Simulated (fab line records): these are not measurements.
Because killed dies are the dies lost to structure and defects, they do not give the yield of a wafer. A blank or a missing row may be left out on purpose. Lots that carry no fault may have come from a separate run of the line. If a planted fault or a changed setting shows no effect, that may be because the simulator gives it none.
Tool commonality check | flow gf180mcu | Sampled: 13 lots, 39 wafers

## REASON FOR OPENING
2 of 13 lots carry a flag on the reading SALICIDE_TIN_RS at GF_SALICIDE_RS_MEAS_04. No-fault wafers: 16.4 ohm/sq, standard deviation 0.36.
Rule: a lot is flagged in two cases, either no wafer of it has a number, or all its wafers with numbers fall more than 4 standard deviations from that mean. As for the other lots, they are considered sound.

lot  | measured     | on            | SALICIDE_TIN_RS (ohm/sq), wafer by wafer | flag
L564 | day 15 16:03 | film_metro-04 | 16.1 16.1 15.9                           |
L566 | day 16 05:37 | film_metro-02 | 16.6 16.4 16.2                           |
L570 | day 17 10:59 | film_metro-02 | 16.0 16.4 15.9                           |
L572 | day 18 02:08 | film_metro-04 | 16.1 16.5 16.1                           |
L573 | day 18 11:30 | film_metro-03 | 17.4 16.5 17.2                           |
L575 | day 19 05:23 | film_metro-03 | 16.8 16.2 16.1                           |
L576 | day 19 15:32 | film_metro-02 | 11.7 11.6 11.7                           | FLAGGED
L577 | day 20 02:24 | film_metro-04 | 11.6 11.6 11.4                           | FLAGGED
L581 | day 21 10:33 | film_metro-02 | 16.2 16.2 16.8                           |
L583 | day 22 04:19 | film_metro-02 | 16.5 17.1 17.2                           |
L584 | day 22 11:50 | film_metro-03 | 16.2 16.5 16.4                           |
L586 | day 22 19:22 | film_metro-04 | 17.0 16.9 16.7                           |
L587 | day 23 05:39 | film_metro-02 | 16.3 16.6 16.5                           |
Average over the flagged lots: 11.6 ohm/sq; offset from the usual -4.8 ohm/sq, equal to -13 standard deviations.

## TOOL THAT RAN EACH LOT
Before the reading, the record contains 2 process steps out of a 602-step route. Each cell gives the tool, then ch followed by the chambers the sampled wafers passed through, then the start.
lot  | flag    | GF_SALICIDE_SPUTTER_02       | GF_SALICIDE_SPUTTER_03
L564 |         | pvd_sputter-04, day 15 15:59 | pvd_sputter-04, day 15 16:00
L566 |         | pvd_sputter-03, day 16 05:33 | pvd_sputter-03, day 16 05:35
L570 |         | pvd_sputter-03, day 17 10:52 | pvd_sputter-03, day 17 10:54
L572 |         | pvd_sputter-01, day 18 02:02 | pvd_sputter-01, day 18 02:04
L573 |         | pvd_sputter-03, day 18 11:26 | pvd_sputter-03, day 18 11:28
L575 |         | pvd_sputter-04, day 19 05:19 | pvd_sputter-04, day 19 05:20
L576 | FLAGGED | pvd_sputter-04, day 19 15:29 | pvd_sputter-04, day 19 15:31
L577 | FLAGGED | pvd_sputter-04, day 20 02:21 | pvd_sputter-04, day 20 02:23
L581 |         | pvd_sputter-01, day 21 10:26 | pvd_sputter-01, day 21 10:28
L583 |         | pvd_sputter-03, day 22 04:16 | pvd_sputter-03, day 22 04:18
L584 |         | pvd_sputter-01, day 22 11:44 | pvd_sputter-01, day 22 11:46
L586 |         | pvd_sputter-01, day 22 19:18 | pvd_sputter-01, day 22 19:20
L587 |         | pvd_sputter-01, day 23 05:35 | pvd_sputter-01, day 23 05:37
What the steps here do:
- GF_SALICIDE_SPUTTER_02: material Co, target thk 10 nm, time 20 s.
- GF_SALICIDE_SPUTTER_03: material TiN, target thk 20 nm, time 16.7 s.
- GF_SALICIDE_RS_MEAS_04: measures by four-point-probe.

## FLAGGED AGAINST TOTAL, ONE TOOL AT A TIME (gauges that did the reading follow at the end)
step                   | tool           | lots run | flagged | share of the flagged lots | sound lots run after its first flagged lot
GF_SALICIDE_SPUTTER_02 | pvd_sputter-01 | 5        | 0       | none                      | -
GF_SALICIDE_SPUTTER_02 | pvd_sputter-03 | 4        | 0       | none                      | -
GF_SALICIDE_SPUTTER_02 | pvd_sputter-04 | 4        | 2       | all                       | 0
GF_SALICIDE_SPUTTER_03 | pvd_sputter-01 | 5        | 0       | none                      | -
GF_SALICIDE_SPUTTER_03 | pvd_sputter-03 | 4        | 0       | none                      | -
GF_SALICIDE_SPUTTER_03 | pvd_sputter-04 | 4        | 2       | all                       | 0
GF_SALICIDE_RS_MEAS_04 | film_metro-02  | 6        | 1       | some                      | 3 (L581,L583,L587)
GF_SALICIDE_RS_MEAS_04 | film_metro-03  | 3        | 0       | none                      | -
GF_SALICIDE_RS_MEAS_04 | film_metro-04  | 4        | 1       | some                      | 1 (L586)

## WHAT THE TABLE ALLOWS
Rows of the table that ran all the flagged lots, 2 in number: pvd_sputter-04 at GF_SALICIDE_SPUTTER_02; pvd_sputter-04 at GF_SALICIDE_SPUTTER_03.
- pvd_sputter-04 at GF_SALICIDE_SPUTTER_02 ran 4 lots, 2 of them flagged. A fault beginning between L575 (day 19 05:19), its last sound lot, and L576 (day 19 15:29), its first flagged one, fits the data.
- pvd_sputter-04 at GF_SALICIDE_SPUTTER_03 ran 4 lots, 2 of them flagged. A fault beginning between L575 (day 19 05:20), its last sound lot, and L576 (day 19 15:31), its first flagged one, fits the data.
What remains is a single tool, pvd_sputter-04 at GF_SALICIDE_SPUTTER_02 and GF_SALICIDE_SPUTTER_03.

## WHAT THE SIMULATOR PUT IN
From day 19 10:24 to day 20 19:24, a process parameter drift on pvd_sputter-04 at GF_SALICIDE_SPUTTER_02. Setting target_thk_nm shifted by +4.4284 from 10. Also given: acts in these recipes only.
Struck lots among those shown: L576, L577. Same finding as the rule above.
